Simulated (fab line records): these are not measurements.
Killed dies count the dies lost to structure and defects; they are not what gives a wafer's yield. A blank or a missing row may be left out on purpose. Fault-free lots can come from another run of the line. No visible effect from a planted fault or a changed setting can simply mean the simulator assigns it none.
Struck lot and sound lot, side by side    flow sky130    32 steps out of a route of 708
Sound: wafers L470.1, L470.4, L470.5. The struck wafers were L486.3, L486.4, L486.6. The cause is named last.
Order at every step that has rows: each side's tool, ch and its chambers, its first start. Under that, the readings that differ: sound wafers    struck wafers    difference of the means    sigmas: that difference in standard deviations of wafers without a fault.
alike: same words and numbers on both sides, and readings whose means sit less than 2 such deviations apart. not compared: any withheld reading, any reading some wafer has no value for, any bound like >300 that may hide the same value, and any number with overlapping values for which the record gives no deviation.
A row with sigmas, a row that says differs or no value, or rows on one side alone: a step with any of these is where the two part. When numbers do not overlap yet have no deviation, they are printed without sigmas and do not part them. Lack of a reading on every wafer of one side parts them only where that side has two or more wafers.

SKY_PWDE_OVL_MEAS_07:
  sound on overlay-01, day 5 09:10; struck on overlay-02, day 9 07:16
  alike: PWDE_OVL
next, for these wafers, 1 step has no rows: SKY_PWDE_IMPLANT_08.
SKY_PWDE_STRIP_09: strips in O2/N2.
  sound on plasma asher-02 ch 0,1, day 5 09:20; struck on plasma asher-02 ch 0,1, day 9 07:28
  alike: drypump motor current A, o2 flow sccm, oes product au, strip time to endpoint s
  not compared: rf hours counter h
SKY_PWDE_TW_MEAS_10:
  sound on film metro-03, day 5 09:26; struck on film metro-03, day 9 07:34
  alike: PWDE_TW
then, 7 steps without rows for these wafers: SKY_NWELL_DEHYDRATE_03 (time 60 s); SKY_NWELL_HMDS_04 (prime time 60 s); SKY_NWELL_COAT_05 (resist thk 3000 nm); SKY_NWELL_SOFTBAKE_06; SKY_NWELL_EXPOSE_07 (exposes mask NWM, target cd 840 nm); SKY_NWELL_PEB_08; SKY_NWELL_DEVELOP_09 (develop time 60 s).
SKY_NWELL_OVL_MEAS_10:
  sound on overlay-02, day 6 03:37; struck on overlay-02, day 10 05:37
  alike: NWELL_00_OVL
SKY_NWELL_IMPLANT_11:
  sound on implanter-04 ch 0, day 6 03:38; struck on implanter-01 ch 0, day 10 05:41
reading                    sound                 struck                difference  sigmas
beam energy keV            399.98 399.96 400.04  367.16 367.30 367.37  -32.72      -99 or more
model.implant.rp nm (nm)   487.7 487.7 487.7     474.9 474.9 474.9     -12.8       
model.implant.drp nm (nm)  116.9 116.9 116.9     111.5 111.5 111.5     -5.4        
then, 2 steps without rows for these wafers: SKY_NWELL_IMPLANT_12; SKY_NWELL_IMPLANT_13.
SKY_NWELL_STRIP_14: strips in O2/N2.
  sound on plasma asher-01 ch 0,1, day 6 04:05; struck on plasma asher-04 ch 0,1, day 10 06:07
  alike: drypump motor current A, o2 flow sccm, oes product au, strip time to endpoint s
  not compared: rf hours counter h
SKY_NWELL_TW_MEAS_15:
  sound on film metro-04, day 6 04:11; struck on film metro-02, day 10 06:13
reading   sound           struck          difference  sigmas
NWELL_TW  1835 1835 1828  1774 1783 1778  -54         -4
then, 7 steps without rows for these wafers: SKY_NWELL_DEHYDRATE_16 (time 60 s); SKY_NWELL_HMDS_17 (prime time 60 s); SKY_NWELL_COAT_18 (resist thk 3000 nm); SKY_NWELL_SOFTBAKE_19; SKY_NWELL_EXPOSE_20 (exposes mask NWM COMPLEMENT, target cd 840 nm); SKY_NWELL_PEB_21; SKY_NWELL_DEVELOP_22 (develop time 60 s).
SKY_NWELL_OVL_MEAS_23:
  sound on overlay-01, day 6 22:49; struck on overlay-02, day 11 04:58
  alike: NWELL_01_OVL
next, for these wafers, 1 step has no rows: SKY_NWELL_IMPLANT_24.
SKY_NWELL_STRIP_25: strips in O2/N2.
  sound on plasma asher-04 ch 0,1, day 6 23:01; struck on plasma asher-04 ch 0,1, day 11 05:10
  alike: drypump motor current A, o2 flow sccm, oes product au, strip time to endpoint s
  not compared: rf hours counter h
SKY_NWELL_TW_MEAS_26:
  sound on film metro-02, day 6 23:07; struck on film metro-02, day 11 05:16
  alike: NWELL_2_TW
then, 1 step without rows for these wafers: SKY_NWELL_CLEAN_27 (cleans in SC1/SC2, time 150 s).
SKY_NWELL_RTA_28: time 30 s.
  sound on rtp anneal-01 ch 0, day 6 23:13; struck on rtp anneal-02 ch 0, day 11 05:23
  alike: anneal temp c max, lamp power pct, wafer_temp_C_max
SKY_NWELL_RS_MEAS_29: uses a four-point probe to measure.
  sound on film metro-03, day 6 23:19; struck on film metro-03, day 11 05:29
reading            sound              struck             difference  sigmas
NWELL_RS (ohm/sq)  624.6 623.5 623.8  637.7 636.6 637.5  +13.3       +7
-- the record jumps here: 40 days lie between the struck wafers' starts before and after (it left off in module NWELL and takes up again in module PAD_OPEN, whose first step shown is number 708 of the route) --
SKY_PAD_OPEN_PROBE_99:
  sound on prober-02, day 47 20:33; struck on prober-01, day 51 09:18
reading                                 sound              struck             difference  sigmas
model.etest.res nwell.line ohm um       1177 1201 1165     1244 1281 1237     +73         
model.etest.res nwell.rs ohm sq         973.9 977.5 954.8  1045 1050 1016     +68         
model.etest.tip_p_5v.rs ohm sq          2867 2850 2864     2904 2900 2902     +42         
model.etest.res nwell.width nm (nm)     838 834.5 830.5    822.8 824.8 817.2  -12.7       
model.etest.pfet g5v0d10v5.drive ua um  338.8 343.5 343.2  332.6 336.2 331.6  -8.4        
model.etest.pfet_16v.drive ua um        236.1 239.1 239.3  239.8 241.8 240.4  +2.5        
model.etest.pfet_01v8_lvt.drive ua um   176.5 176 174.7    170.4 172.2 169.4  -5.1        
  alike: killed_at_M0_to_M3, killed_at_M4_up, killed at contacts, killed at front end, killed at other, killed dies, killed open, killed short
  not compared: model.etest.nfet_16v.r on ohm um

WHERE THEY PART
First at SKY_NWELL_IMPLANT_11; last, within this record, at SKY_NWELL_RS_MEAS_29. Later steps at which nothing parts them and some readings are alike: SKY_PAD_OPEN_PROBE_99.

WHY: the cause the simulator had injected
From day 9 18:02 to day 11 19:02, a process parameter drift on implanter-01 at SKY_NWELL_IMPLANT_11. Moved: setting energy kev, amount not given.
